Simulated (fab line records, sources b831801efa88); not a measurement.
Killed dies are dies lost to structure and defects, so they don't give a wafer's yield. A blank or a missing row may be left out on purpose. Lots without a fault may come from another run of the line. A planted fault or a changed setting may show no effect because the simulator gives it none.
Chamber matching | flow sky130 | SKY_VIA1_ETCH_14 on rie_diel-03: 4 sister chambers
The step etches BARC in N2/H2, stops on SiO2, time 45.9 s, target depth 60 nm. 4 wafers are shown with their chamber, then 6 later ones without.

WAFERS WITH THEIR CHAMBER
wafer  | chamber | drypump_motor_current_A (A)
L905.2 | 3       | 4.7
L906.2 | 0       | 6.1
L906.3 | 2       | 5.7
L912.6 | 1       | 5.8

WAFERS WITHOUT THEIR CHAMBER
wafer  | drypump_motor_current_A (A)
L919.2 | 4.8
L919.3 | 5.9
L919.5 | 5.8
L921.4 | 5.7
L921.5 | 5.7
L921.6 | 4.8

WHICH CHAMBER EACH WENT THROUGH
wafer  | from the rows above          | in truth
L919.2 | 3                            | 3
L919.3 | can't be placed: 1 or 0 or 2 | 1
L919.5 | can't be placed: 1 or 2      | 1
L921.4 | can't be placed: 2 or 1      | 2
L921.5 | can't be placed: 2 or 1      | 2
L921.6 | 3                            | 3
Placed correctly: 2 of 6. Can't be placed from these rows: 4 (the true chamber is among the candidates in 4). Placed wrongly: 0.
How it was worked out, from the rows above alone: a wafer's distance from a chamber is the root of the sum, over the readings, of the square of ((its reading less the chamber's mean) divided by the reading's scatter). The wafer belongs to the nearest chamber; if the next one is less than 2 further off, it can't be placed. A chamber's mean is the mean of its shown wafers. The scatter: with one shown wafer a chamber, the root of the mean of the squares of how far each hidden wafer lies from its nearest shown one.
